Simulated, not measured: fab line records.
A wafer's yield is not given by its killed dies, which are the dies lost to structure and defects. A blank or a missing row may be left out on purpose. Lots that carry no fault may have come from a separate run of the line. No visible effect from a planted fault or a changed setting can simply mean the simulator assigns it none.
fab line records	flow sky130
[record] lots = 12	wafers = 36	last_day = 51
route steps=708 shown LDD_N@245 POLY_CUT@316 METAL2@486
lots with no fault: from the same line, run without faults
start_h: start of the lot's first displayed wafer, in hours after the record's first day	wait_h: how many hours have passed since the lot's step before this one	" same as the row above	L1.1+2: a single row standing in for several wafers	- no value, or no start was given	* or withheld: withheld	< > ~ a bound
route shown NAME@n: names a module that has steps shown in the file, with the first one's number in the route	usual: mean/standard deviation taken from wafers without a fault	same: alike in all rows	chamber/n: place in a boat	sites: the reading at each site	_std_site: their standard deviation	_edge_site: outer sites' mean less inner sites'	radius_mm: how far each site lies from the wafer's centre	mask NAME#n: copy n	behind: the most recent tool/chamber to have shaped the wafer	hold: what put the lot on hold/how long, in hours/how the hold closed	device: the transistor (n, p or np) that didn't switch	end of line: tests of these same wafers at the route's end	a step given without rows: its recipe and nothing more	killed: the dies lost at the first sort to structure and to defects; this is not the yield of the wafer	map: per-die view of a wafer (x killed, . not killed, _ where there is no die)
set.NAME: setting as actually run; set.NAME@STEP: the setting as run at that earlier step	model.NAME: the simulator's own value behind a step, which no gauge read
a sample of lots followed through the steps of the route, with each step as a table and each wafer as a row
services: a tool's chamber out of use, with start hour (start_h, from the record's first day; less than 0 if before it), hours out, and reason
[[steps]]
[step SKY_LDD_N_IMPLANT_08]
[recipe] species = As	energy_kev = 20	dose_cm2 = 7.5e+13	tilt_deg = withheld	rotation_deg = 23
lot.wafer	tool	chamber	start_h	wait_h
L655.1+4+6	implanter-01	0	439.63	0.0
L656.1+5+6	implanter-04	0	444.20	0.0
L658.1+2+6	implanter-01	0	469.35	0.0
L660.3+5+6	implanter-01	0	486.12	0.1
L660.3+5+6	implanter-01	0	486.44	0.3
L661.1+3+4	implanter-02	0	486.28	0.0
L663.2+3+6	implanter-04	0	503.41	0.0
L663.2+3+6	implanter-04	0	503.72	0.3
L664.1+5+6	implanter-02	0	505.28	0.0
L664.1+5+6	implanter-02	0	505.60	0.3
L674.1+2+5	implanter-01	0	600.92	0.1
L673.2+4+6	implanter-04	0	601.85	0.0
L672.1+3+4	implanter-01	0	602.12	0.3
L675.4+5+6	implanter-01	0	608.11	0.1
L676.1+4+6	implanter-04	0	618.03	0.0
[step SKY_LDD_N_STRIP_16]
[recipe] chemistry = O2/N2	power_w = 1400	pressure_mtorr = 1500	platen_temp_c = withheld	o2_flow_sccm = 3000	n2_flow_sccm = 300	overash_fraction = 0.5
[usual] drypump_motor_current_A = 6.0/0.47	oes_product_au = 0.407/0.0047	strip_time_to_endpoint_s = 4.315/0.015
lot.wafer	tool	chamber	start_h	wait_h	drypump_motor_current_A	oes_product_au	rf_hours_counter_h	strip_time_to_endpoint_s
L655.1	plasma_asher-03	1	440.83	0.1	6.4	0.409	58	4.316
L655.4	"	0	"	"	5.4	0.405	-	4.331
L655.6	"	0	"	"	5.3	0.404	-	4.326
L656.1	plasma_asher-01	0	445.40	0.1	6.4	0.407	34	4.304
L656.5	"	0	"	"	6.4	0.394	-	4.329
L656.6	"	1	"	"	6.5	0.406	-	4.310
L658.1	plasma_asher-04	0	470.55	0.1	5.5	0.406	79	4.339
L658.2	"	1	"	"	5.6	0.416	79	4.321
L658.6	"	0	"	"	5.6	0.408	-	4.355
L661.1	plasma_asher-04	1	487.48	0.1	5.6	0.404	81	4.310
L661.3	"	1	"	"	5.6	0.399	-	4.310
L661.4	"	0	"	"	5.5	0.407	-	4.293
L660.3	plasma_asher-01	1	487.62	0.1	6.5	0.414	-	4.522
L660.5	"	1	"	"	6.5	0.404	-	4.520
L660.6	"	0	"	"	6.5	0.406	-	4.526
L663.2	plasma_asher-04	1	505.05	0.3	5.7	0.414	82	4.554
L663.3	"	1	"	"	5.6	0.404	-	4.534
L663.6	"	1	"	"	5.6	0.403	-	4.535
L664.1	plasma_asher-01	1	506.80	0.1	6.5	0.414	40	4.520
L664.5	"	0	"	"	6.4	0.405	-	4.521
L664.6	"	1	"	"	6.5	0.404	-	4.527
L674.1	plasma_asher-03	1	602.12	0.1	6.4	0.414	75	4.312
L674.2	"	0	"	"	5.3	0.405	75	4.309
L674.5	"	1	"	"	6.4	0.407	-	4.315
L673.2	plasma_asher-04	0	603.02	0.1	5.5	0.414	92	4.337
L673.4	"	0	"	"	5.5	0.410	-	4.323
L673.6	"	0	"	"	5.6	0.410	-	4.345
L672.1	plasma_asher-01	1	603.32	0.1	6.5	0.405	50	4.328
L672.3	"	0	"	"	6.4	0.402	-	4.327
L672.4	"	1	"	"	6.5	0.414	-	4.339
L675.4	plasma_asher-03	0	609.26	0.1	5.3	0.405	-	4.339
L675.5	"	0	"	"	5.3	0.402	-	4.326
L675.6	"	1	"	"	6.4	0.412	-	4.333
L676.1	plasma_asher-03	1	619.23	0.1	6.4	0.401	76	4.311
L676.4	"	1	"	"	6.4	0.402	-	4.315
L676.6	"	0	"	"	5.3	0.399	-	4.300
[step SKY_LDD_N_TW_MEAS_17]
[usual] LDD_N_TW = 2583/27
lot.wafer	tool	chamber	start_h	wait_h	LDD_N_TW
L655.1	film_metro-01	-	440.93	0.1	2524
L655.4	"	-	"	"	2520
L655.6	"	-	"	"	2527
L656.1	film_metro-02	-	445.50	0.1	2610
L656.5	"	-	"	"	2608
L656.6	"	-	"	"	2618
L658.1	film_metro-02	-	470.65	0.1	2589
L658.2	"	-	"	"	2596
L658.6	"	-	"	"	2599
L661.1	film_metro-01	-	487.58	0.1	2567
L661.3	"	-	"	"	2569
L661.4	"	-	"	"	2552
L660.3	film_metro-02	-	487.71	0.1	2708
L660.5	"	-	"	"	2706
L660.6	"	-	"	"	2706
L663.2	film_metro-03	-	505.26	0.2	2707
L663.3	"	-	"	"	2707
L663.6	"	-	"	"	2709
L664.1	film_metro-03	-	506.90	0.1	2705
L664.5	"	-	"	"	2706
L664.6	"	-	"	"	2705
L674.1	film_metro-02	-	602.22	0.1	2615
L674.2	"	-	"	"	2626
L674.5	"	-	"	"	2605
L673.2	film_metro-01	-	603.13	0.1	2551
L673.4	"	-	"	"	2565
L673.6	"	-	"	"	2542
L672.1	film_metro-01	-	603.42	0.1	2550
L672.3	"	-	"	"	2554
L672.4	"	-	"	"	2560
L675.4	film_metro-01	-	609.36	0.1	2551
L675.5	"	-	"	"	2542
L675.6	"	-	"	"	2555
L676.1	film_metro-01	-	619.33	0.1	2551
L676.4	"	-	"	"	2554
L676.6	"	-	"	"	2558
[step SKY_POLY_CUT_OVL_MEAS_09]
[usual] POLY_CUT_OVL = 1/6.5
lot.wafer	tool	chamber	start_h	wait_h	POLY_CUT_OVL[nm]
L655.1	overlay-01	-	594.01	0.1	-6
L655.4	"	-	"	"	-16
L655.6	"	-	"	"	-5
L656.1	overlay-01	-	600.62	0.1	3
L656.5	"	-	"	"	5
L656.6	"	-	"	"	1
L658.1	overlay-02	-	623.66	0.1	5
L658.2	"	-	"	"	5
L658.6	"	-	"	"	10
L660.3	overlay-02	-	639.27	0.1	2
L660.5	"	-	"	"	-4
L660.6	"	-	"	"	-6
L661.1	overlay-01	-	640.99	0.1	2
L661.3	"	-	"	"	-1
L661.4	"	-	"	"	0
L663.2	overlay-02	-	657.41	0.1	2
L663.3	"	-	"	"	-1
L663.6	"	-	"	"	0
L664.1	overlay-02	-	658.66	0.1	1
L664.5	"	-	"	"	6
L664.6	"	-	"	"	0
L674.1	overlay-01	-	748.47	0.1	1
L674.2	"	-	"	"	-3
L674.5	"	-	"	"	1
L673.2	overlay-02	-	749.92	0.1	-9
L673.4	"	-	"	"	-1
L673.6	"	-	"	"	-11
L672.1	overlay-01	-	750.87	0.1	0
L672.3	"	-	"	"	2
L672.4	"	-	"	"	2
L675.4	overlay-01	-	755.28	0.1	9
L675.5	"	-	"	"	7
L675.6	"	-	"	"	8
L676.1	overlay-01	-	764.59	0.1	7
L676.4	"	-	"	"	-2
L676.6	"	-	"	"	2
[step SKY_METAL2_SPUTTER_03]
[recipe] material = Ti	target_thk_nm = 5	power_w = 3000	time_s = 3.3	chamber_pressure_pa = 0.4
[usual] throttle_valve_pct = 29.8/0.86
lot.wafer	tool	chamber	start_h	wait_h	throttle_valve_pct
L655.1	pvd_sputter-04	-	826.76	0.0	28.9
L655.4	"	-	"	"	31.4
L655.6	"	-	"	"	31.3
L656.1	pvd_sputter-04	-	836.56	0.0	30.5
L656.5	"	-	"	"	29.6
L656.6	"	-	"	"	31.3
L658.1	pvd_sputter-01	-	855.78	0.0	28.6
L658.2	"	-	"	"	30.9
L658.6	"	-	"	"	28.7
L660.3	pvd_sputter-02	-	868.18	0.0	29.6
L660.5	"	-	"	"	29.3
L660.6	"	-	"	"	29.3
L661.1	pvd_sputter-02	-	870.69	0.0	30.1
L661.3	"	-	"	"	29.5
L661.4	"	-	"	"	29.6
L663.2	pvd_sputter-01	-	883.39	0.0	28.7
L663.3	"	-	"	"	28.7
L663.6	"	-	"	"	30.8
L664.1	pvd_sputter-04	-	886.36	0.0	29.7
L664.5	"	-	"	"	28.6
L664.6	"	-	"	"	31.5
L674.1	pvd_sputter-01	-	968.53	0.0	30.3
L674.2	"	-	"	"	28.5
L674.5	"	-	"	"	30.2
L673.2	pvd_sputter-02	-	969.73	0.0	29.5
L673.4	"	-	"	"	30.3
L673.6	"	-	"	"	30.4
L672.1	pvd_sputter-02	-	970.71	0.0	29.5
L672.3	"	-	"	"	29.5
L672.4	"	-	"	"	30.2
L675.4	pvd_sputter-04	-	975.60	0.0	28.8
L675.5	"	-	"	"	28.9
L675.6	"	-	"	"	29.8
L676.1	pvd_sputter-01	-	981.94	0.0	30.8
L676.4	"	-	"	"	30.0
L676.6	"	-	"	"	30.6
[step SKY_METAL2_RS_MEAS_05]
[recipe] thk_meas_gauge = four-point-probe	reads = TiN_of_METAL2_SPUTTER_04+Ti_of_METAL2_SPUTTER_03+AlCu_of_METAL2_SPUTTER_02+TiN_of_METAL2_SPUTTER_01+Ti_of_METAL2_SPUTTER_00
[usual] METAL2_ALCU_RS = 0.1277/0.0017
lot.wafer	tool	chamber	start_h	wait_h	METAL2_ALCU_RS[ohm/sq]
L655.1	film_metro-04	-	826.83	0.0	0.1263
L655.4	"	-	"	"	0.1286
L655.6	"	-	"	"	0.1286
L656.1	film_metro-01	-	836.62	0.0	0.1272
L656.5	"	-	"	"	0.1274
L656.6	"	-	"	"	0.1279
L658.1	film_metro-01	-	855.85	0.0	0.1306
L658.2	"	-	"	"	0.1276
L658.6	"	-	"	"	0.1306
L660.3	film_metro-04	-	868.29	0.1	0.1281
L660.5	"	-	"	"	0.1273
L660.6	"	-	"	"	0.1278
L661.1	film_metro-02	-	870.76	0.0	0.1259
L661.3	"	-	"	"	0.1256
L661.4	"	-	"	"	0.1263
L663.2	film_metro-04	-	883.48	0.0	0.1275
L663.3	"	-	"	"	0.1308
L663.6	"	-	"	"	0.1269
L664.1	film_metro-04	-	886.42	0.0	0.1265
L664.5	"	-	"	"	0.1235
L664.6	"	-	"	"	0.1273
L674.1	film_metro-01	-	968.60	0.0	0.1290
L674.2	"	-	"	"	0.1315
L674.5	"	-	"	"	0.1300
L673.2	film_metro-04	-	969.82	0.0	0.1231
L673.4	"	-	"	"	0.1250
L673.6	"	-	"	"	0.1259
L672.1	film_metro-04	-	970.77	0.0	0.1285
L672.3	"	-	"	"	0.1291
L672.4	"	-	"	"	0.1294
L675.4	film_metro-01	-	975.73	0.1	0.1254
L675.5	"	-	"	"	0.1245
L675.6	"	-	"	"	0.1259
L676.1	film_metro-01	-	982.01	0.0	0.1256
L676.4	"	-	"	"	0.1258
L676.6	"	-	"	"	0.1242
[[services]]
tool	chamber	start_h	hours	kind
pvd_sputter-02	-	471.75	5.3	repair
implanter-01	-	494.59	4.0	repair
pvd_sputter-04	-	497.75	7.7	repair
plasma_asher-01	-	499.69	2.2	repair
implanter-04	-	500.56	2.7	repair
plasma_asher-04	-	508.81	2.3	repair
pvd_sputter-02	-	517.07	2.3	repair
pvd_sputter-02	-	540.18	1.3	repair
implanter-01	-	567.56	5.9	pm
plasma_asher-01	-	568.57	0.5	repair
pvd_sputter-01	-	583.11	1.4	repair
plasma_asher-04	-	585.79	2.8	pm
plasma_asher-01	-	638.94	0.8	repair
pvd_sputter-04	-	639.36	8.2	repair
implanter-01	-	676.33	3.4	repair
implanter-01	-	707.21	0.5	repair
plasma_asher-04	-	710.14	1.0	repair
implanter-04	-	733.24	5.0	pm
plasma_asher-04	-	733.75	9.0	pm
implanter-04	-	817.35	5.9	repair
implanter-01	-	835.83	8.4	repair
implanter-01	-	855.20	4.3	pm
implanter-01	-	907.43	3.6	repair
implanter-04	-	972.55	4.9	repair
[[key]]
[first_sign] step = SKY_LDD_N_IMPLANT_08	reading = visit	direction = added
[effect] step = SKY_LDD_N_STRIP_16	reading = strip_time_to_endpoint_s	direction = up	sigmas = 14	usual = *	struck = *
[effect] step = SKY_LDD_N_TW_MEAS_17	reading = LDD_N_TW	direction = up	sigmas = 4.6	usual = 2583	struck = 2707
met_at SKY_LDD_N_IMPLANT_08
struck_lots L660,L663,L664
tester_left_out L660,L663,L664
not_acting_at SKY_POLY_CUT_OVL_MEAS_09,SKY_METAL2_SPUTTER_03,SKY_METAL2_RS_MEAS_05
[fault] kind = repeated_step_whole	tool = implanter-01,implanter-02,implanter-04	chamber = -	onset_h = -	steps = SKY_LDD_N_IMPLANT_08	times = 1	scope = struck_lots_only
// tester_left_out: of these lots the tester's yield and bins aren't shown, on N5 and GAA mostly nor the transistor test; their killed dies are dies lost to structure and defects alone, not to doping, threshold or leakage, so they don't give the yield
